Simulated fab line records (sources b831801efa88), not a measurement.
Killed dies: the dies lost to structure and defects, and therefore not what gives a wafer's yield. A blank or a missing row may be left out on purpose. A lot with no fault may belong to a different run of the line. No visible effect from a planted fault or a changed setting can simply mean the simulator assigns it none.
fab line records -- flow sky130
[record] lots = 13, wafers = 39, last-day = 50
route steps=708 shown POLY_GATE@218 LDD_HVP@285 SD_P@327
lots untouched by any fault: they come from a run of this same line in which no faults occurred
start-h: hours from the record's first day to the start of the lot's first wafer shown -- wait-h: hours elapsed since this lot's preceding step -- " same as the row above -- L1.1+2: one row covering several wafers at once -- - no value present, or no start provided -- * or withheld: withheld -- < > ~ a bound
route shown NAME@n: a module of which the file shows steps, and the number in the route of the first -- usual: mean and standard deviation over wafers with no fault -- same: alike in all rows -- chamber/n: place in a boat -- sites: the reading at each site -- _std_site: the standard deviation of these -- _edge_site: inner sites' mean taken away from outer sites' mean -- radius-mm: for every site, how far away it sits from the centre of the wafer -- mask NAME#n: copy n -- behind: tool/chamber where the wafer was last shaped -- hold: why the lot was held/for how many hours/how that ended -- device: names the non-switching transistor (n, p or np) -- end of line: the tests these same wafers got at the end of their route -- step lacking rows: just its recipe -- killed: dies lost to structure and defects at the first sort, not the wafer's yield -- map: a wafer's dies, x killed, . not, _ none there
set.NAME: the setting the step ran with; set.NAME@STEP: the setting that earlier step ran with -- model.NAME: the simulator's own value behind a step, which no gauge read
steps of the route over a sample of lots; a table a step, a row a wafer
services: a tool's chamber out of use, with start hour (start-h, from the record's first day; less than 0 if before it), hours out, and reason
[[steps]]
[step SKY_POLY_GATE_THK_MEAS_04]
[recipe] reads = Si3N4_of_POLY_GATE_CVD_03
[usual] POLY_GATE_CVD_03_THK = 74.7/0.67
lot.wafer,tool,chamber,start-h,wait-h,POLY_GATE_CVD_03_THK[nm]
L275.3,film-metro-01,-,344.86,0.0,74.5
L275.4,film-metro-01,-,344.86,0.0,74.4
L275.5,film-metro-01,-,344.86,0.0,74.6
L277.2,film-metro-01,-,364.20,0.0,74.6
L277.5,film-metro-01,-,364.20,0.0,74.7
L277.6,film-metro-01,-,364.20,0.0,74.7
L281.4,film-metro-03,-,411.06,0.0,73.9
L281.5,film-metro-03,-,411.06,0.0,73.3
L281.6,film-metro-03,-,411.06,0.0,73.2
L283.2,film-metro-02,-,422.02,0.0,73.6
L283.4,film-metro-02,-,422.02,0.0,73.8
L283.5,film-metro-02,-,422.02,0.0,74.1
L286.2,film-metro-01,-,441.87,0.0,74.7
L286.3,film-metro-01,-,441.87,0.0,74.6
L286.6,film-metro-01,-,441.87,0.0,75.1
L289.1,film-metro-03,-,485.24,0.0,74.6
L289.3,film-metro-03,-,485.24,0.0,74.3
L289.5,film-metro-03,-,485.24,0.0,74.6
L290.3,film-metro-01,-,491.26,0.0,73.8
L290.5,film-metro-01,-,491.26,0.0,73.9
L290.6,film-metro-01,-,491.26,0.0,73.9
L291.1,film-metro-03,-,492.60,0.0,74.8
L291.2,film-metro-03,-,492.60,0.0,74.3
L291.6,film-metro-03,-,492.60,0.0,74.4
L292.2,film-metro-03,-,500.55,0.0,75.1
L292.3,film-metro-03,-,500.55,0.0,75.9
L292.4,film-metro-03,-,500.55,0.0,76.2
L293.2,film-metro-02,-,501.91,0.0,75.4
L293.3,film-metro-02,-,501.91,0.0,75.4
L293.4,film-metro-02,-,501.91,0.0,75.2
L295.2,film-metro-01,-,519.94,0.0,76.2
L295.4,film-metro-01,-,519.94,0.0,75.5
L295.6,film-metro-01,-,519.94,0.0,75.1
L296.1,film-metro-03,-,541.45,0.0,75.9
L296.4,film-metro-03,-,541.45,0.0,75.3
L296.6,film-metro-03,-,541.45,0.0,75.0
L297.1,film-metro-03,-,541.51,0.1,74.6
L297.2,film-metro-03,-,541.51,0.1,75.2
L297.4,film-metro-03,-,541.51,0.1,75.4
[step SKY_LDD_HVP_OVL_MEAS_07]
[usual] LDD_HVP_OVL = 0.4/1.1
lot.wafer,tool,chamber,start-h,wait-h,LDD_HVP_OVL[nm]
L275.3,overlay-02,-,495.22,0.1,-0.3
L275.4,overlay-02,-,495.22,0.1,0.5
L275.5,overlay-02,-,495.22,0.1,1.5
L277.2,overlay-01,-,516.71,0.1,1.4
L277.5,overlay-01,-,516.71,0.1,1.0
L277.6,overlay-01,-,516.71,0.1,1.1
L281.4,overlay-01,-,570.17,0.1,1.2
L281.5,overlay-01,-,570.17,0.1,0.6
L281.6,overlay-01,-,570.17,0.1,0.3
L283.2,overlay-02,-,578.21,0.1,0.4
L283.4,overlay-02,-,578.21,0.1,0.6
L283.5,overlay-02,-,578.21,0.1,0.0
L286.2,overlay-01,-,597.07,0.1,0.2
L286.3,overlay-01,-,597.07,0.1,0.5
L286.6,overlay-01,-,597.07,0.1,-1.7
L289.1,overlay-02,-,637.11,0.1,-0.5
L289.3,overlay-02,-,637.11,0.1,2.1
L289.5,overlay-02,-,637.11,0.1,0.8
L290.3,overlay-02,-,642.58,0.1,2.9
L290.5,overlay-02,-,642.58,0.1,1.5
L290.6,overlay-02,-,642.58,0.1,1.1
L291.1,overlay-01,-,643.76,0.1,2.1
L291.2,overlay-01,-,643.76,0.1,2.8
L291.6,overlay-01,-,643.76,0.1,2.8
L292.2,overlay-01,-,651.37,0.1,-0.7
L292.3,overlay-01,-,651.37,0.1,0.4
L292.4,overlay-01,-,651.37,0.1,1.1
L293.2,overlay-02,-,652.92,0.1,-1.3
L293.3,overlay-02,-,652.92,0.1,-0.9
L293.4,overlay-02,-,652.92,0.1,-0.7
L295.2,overlay-02,-,670.17,0.1,-0.1
L295.4,overlay-02,-,670.17,0.1,0.3
L295.6,overlay-02,-,670.17,0.1,0.1
L296.1,overlay-01,-,690.31,0.1,0.7
L296.4,overlay-01,-,690.31,0.1,1.3
L296.6,overlay-01,-,690.31,0.1,1.6
L297.1,overlay-01,-,690.81,0.1,-0.2
L297.2,overlay-01,-,690.81,0.1,-1.0
L297.4,overlay-01,-,690.81,0.1,-1.0
[step SKY_LDD_HVP_IMPLANT_08]
[recipe] species = B, energy-kev = 20, dose-cm2 = 1.7e+13, tilt-deg = 17.9
[usual] beam-on-s = 9.99/0.21, tilt-deg = 17.897/0.021
[same] implant-ion-amu = 11
lot.wafer,tool,chamber,start-h,wait-h,beam-on-s,tilt-deg
L275.3,implanter-01,0,495.29,0.1,9.85,17.922
L275.4,implanter-01,0,495.29,0.1,10.35,17.917
L275.5,implanter-01,0,495.29,0.1,9.79,17.902
L277.2,implanter-01,0,516.77,0.0,10.22,17.893
L277.5,implanter-01,0,516.77,0.0,9.77,17.886
L277.6,implanter-01,0,516.77,0.0,10.01,17.905
L281.4,implanter-03,0,570.27,0.1,10.30,0.003
L281.5,implanter-03,0,570.27,0.1,9.68,0.003
L281.6,implanter-03,0,570.27,0.1,9.67,0.017
L283.2,implanter-03,0,578.27,0.0,10.34,-0.002
L283.4,implanter-03,0,578.27,0.0,9.97,0.033
L283.5,implanter-03,0,578.27,0.0,10.04,0.029
L286.2,implanter-04,0,597.12,0.0,9.85,17.904
L286.3,implanter-04,0,597.12,0.0,10.08,17.887
L286.6,implanter-04,0,597.12,0.0,9.97,17.912
L289.1,implanter-04,0,637.15,0.0,9.62,17.881
L289.3,implanter-04,0,637.15,0.0,9.86,17.874
L289.5,implanter-04,0,637.15,0.0,10.20,17.874
L290.3,implanter-01,0,642.65,0.1,9.97,17.891
L290.5,implanter-01,0,642.65,0.1,10.09,17.906
L290.6,implanter-01,0,642.65,0.1,9.72,17.900
L291.1,implanter-04,0,643.80,0.0,9.97,17.889
L291.2,implanter-04,0,643.80,0.0,9.71,17.914
L291.6,implanter-04,0,643.80,0.0,9.92,17.917
L292.2,implanter-03,0,651.43,0.0,9.97,17.887
L292.3,implanter-03,0,651.43,0.0,10.07,17.910
L292.4,implanter-03,0,651.43,0.0,10.06,17.945
L293.2,implanter-04,0,652.97,0.0,10.07,17.877
L293.3,implanter-04,0,652.97,0.0,10.16,17.878
L293.4,implanter-04,0,652.97,0.0,10.02,17.864
L295.2,implanter-04,0,670.22,0.0,10.13,17.874
L295.4,implanter-04,0,670.22,0.0,10.26,17.874
L295.6,implanter-04,0,670.22,0.0,9.78,17.874
L296.1,implanter-03,0,690.35,0.0,10.09,17.860
L296.4,implanter-03,0,690.35,0.0,10.07,17.856
L296.6,implanter-03,0,690.35,0.0,10.01,17.842
L297.1,implanter-01,0,690.85,0.0,10.29,17.904
L297.2,implanter-01,0,690.85,0.0,9.84,17.912
L297.4,implanter-01,0,690.85,0.0,9.92,17.921
[step SKY_LDD_HVP_TW_MEAS_10]
[usual] LDD_HVP_TW = 453/5.8
lot.wafer,tool,chamber,start-h,wait-h,LDD_HVP_TW
L275.3,film-metro-01,-,495.51,0.1,459
L275.4,film-metro-01,-,495.51,0.1,459
L275.5,film-metro-01,-,495.51,0.1,458
L277.2,film-metro-04,-,517.00,0.1,460
L277.5,film-metro-04,-,517.00,0.1,460
L277.6,film-metro-04,-,517.00,0.1,458
L281.4,film-metro-01,-,570.47,0.1,408
L281.5,film-metro-01,-,570.47,0.1,406
L281.6,film-metro-01,-,570.47,0.1,406
L283.2,film-metro-01,-,578.50,0.1,407
L283.4,film-metro-01,-,578.50,0.1,408
L283.5,film-metro-01,-,578.50,0.1,411
L286.2,film-metro-04,-,597.36,0.1,462
L286.3,film-metro-04,-,597.36,0.1,462
L286.6,film-metro-04,-,597.36,0.1,462
L289.1,film-metro-01,-,637.40,0.1,454
L289.3,film-metro-01,-,637.40,0.1,455
L289.5,film-metro-01,-,637.40,0.1,456
L290.3,film-metro-03,-,642.87,0.1,441
L290.5,film-metro-03,-,642.87,0.1,446
L290.6,film-metro-03,-,642.87,0.1,445
L291.1,film-metro-03,-,644.05,0.1,444
L291.2,film-metro-03,-,644.05,0.1,444
L291.6,film-metro-03,-,644.05,0.1,444
L292.2,film-metro-03,-,651.66,0.1,448
L292.3,film-metro-03,-,651.66,0.1,447
L292.4,film-metro-03,-,651.66,0.1,448
L293.2,film-metro-01,-,653.21,0.1,457
L293.3,film-metro-01,-,653.21,0.1,456
L293.4,film-metro-01,-,653.21,0.1,457
L295.2,film-metro-04,-,670.46,0.1,462
L295.4,film-metro-04,-,670.46,0.1,466
L295.6,film-metro-04,-,670.46,0.1,463
L296.1,film-metro-03,-,690.60,0.1,450
L296.4,film-metro-03,-,690.60,0.1,452
L296.6,film-metro-03,-,690.60,0.1,450
L297.1,film-metro-01,-,691.10,0.1,454
L297.2,film-metro-01,-,691.10,0.1,455
L297.4,film-metro-01,-,691.10,0.1,454
[step SKY_SD_P_CD_MEAS_07]
[recipe] target-cd-nm = 380
[usual] cd-nm = 379.9/2.3
lot.wafer,tool,chamber,start-h,wait-h,cd-nm
L275.3,cd-sem-01,-,587.75,0.1,382.3
L275.4,cd-sem-01,-,587.75,0.1,380.2
L275.5,cd-sem-01,-,587.75,0.1,380.9
L277.2,cd-sem-01,-,608.79,0.1,376.2
L277.5,cd-sem-01,-,608.79,0.1,377.3
L277.6,cd-sem-01,-,608.79,0.1,377.6
L281.4,cd-sem-02,-,657.53,0.1,382.1
L281.5,cd-sem-02,-,657.53,0.1,383.3
L281.6,cd-sem-02,-,657.53,0.1,380.4
L283.2,cd-sem-02,-,668.58,0.1,381.6
L283.4,cd-sem-02,-,668.58,0.1,383.5
L283.5,cd-sem-02,-,668.58,0.1,384.7
L286.2,cd-sem-02,-,685.43,0.1,376.8
L286.3,cd-sem-02,-,685.43,0.1,378.9
L286.6,cd-sem-02,-,685.43,0.1,378.7
L289.1,cd-sem-01,-,723.37,0.1,380.7
L289.3,cd-sem-01,-,723.37,0.1,378.4
L289.5,cd-sem-01,-,723.37,0.1,377.6
L290.3,cd-sem-02,-,729.35,0.1,375.6
L290.5,cd-sem-02,-,729.35,0.1,376.1
L290.6,cd-sem-02,-,729.35,0.1,378.2
L291.1,cd-sem-01,-,729.61,0.1,379.1
L291.2,cd-sem-01,-,729.61,0.1,378.5
L291.6,cd-sem-01,-,729.61,0.1,378.9
L292.2,cd-sem-02,-,737.04,0.1,379.1
L292.3,cd-sem-02,-,737.04,0.1,379.2
L292.4,cd-sem-02,-,737.04,0.1,378.1
L293.2,cd-sem-02,-,739.33,0.1,376.1
L293.3,cd-sem-02,-,739.33,0.1,377.8
L293.4,cd-sem-02,-,739.33,0.1,377.5
L295.2,cd-sem-01,-,756.63,0.1,375.5
L295.4,cd-sem-01,-,756.63,0.1,379.3
L295.6,cd-sem-01,-,756.63,0.1,379.3
L296.1,cd-sem-01,-,773.76,0.1,376.7
L296.4,cd-sem-01,-,773.76,0.1,378.2
L296.6,cd-sem-01,-,773.76,0.1,379.0
L297.1,cd-sem-02,-,775.57,0.1,380.1
L297.2,cd-sem-02,-,775.57,0.1,382.3
L297.4,cd-sem-02,-,775.57,0.1,381.1
[[services]]
tool,chamber,start-h,hours,kind
implanter-03,-,479.31,0.7,repair
implanter-04,-,484.10,2.1,repair
implanter-03,-,488.68,3.1,pm
implanter-04,-,520.60,0.5,repair
implanter-04,-,559.56,3.3,repair
implanter-04,-,571.35,3.8,repair
implanter-03,-,596.19,5.4,repair
implanter-04,-,603.03,13.8,pm
implanter-04,-,621.98,4.0,repair
implanter-03,-,634.52,1.1,repair
implanter-04,-,647.69,2.5,repair
implanter-03,-,662.84,0.7,repair
[[key]]
[first-sign] step = SKY_LDD_HVP_IMPLANT_08, reading = tilt-deg, direction = down, sigmas = 99+, usual = *, struck = *
[effect] step = SKY_LDD_HVP_TW_MEAS_10, reading = LDD_HVP_TW, direction = down, sigmas = 7.8, usual = 453, struck = 408
met-at SKY_LDD_HVP_IMPLANT_08
struck-lots L281,L283
tester-left-out L281,L283
not-acting-at SKY_POLY_GATE_THK_MEAS_04,SKY_LDD_HVP_OVL_MEAS_07,SKY_SD_P_CD_MEAS_07
[fault] kind = process-parameter-drift, tool = implanter-03, chamber = -, onset-h = 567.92, steps = SKY_LDD_HVP_IMPLANT_08, channel = tilt-deg, offset = *, shape = step, end-h = 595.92, acts-in = *, stated = *
// tester-left-out: of these lots the tester's yield and bins aren't shown, on N5 and GAA mostly nor the transistor test; their killed dies are dies lost to structure and defects alone, not to doping, threshold or leakage, so they don't give the yield
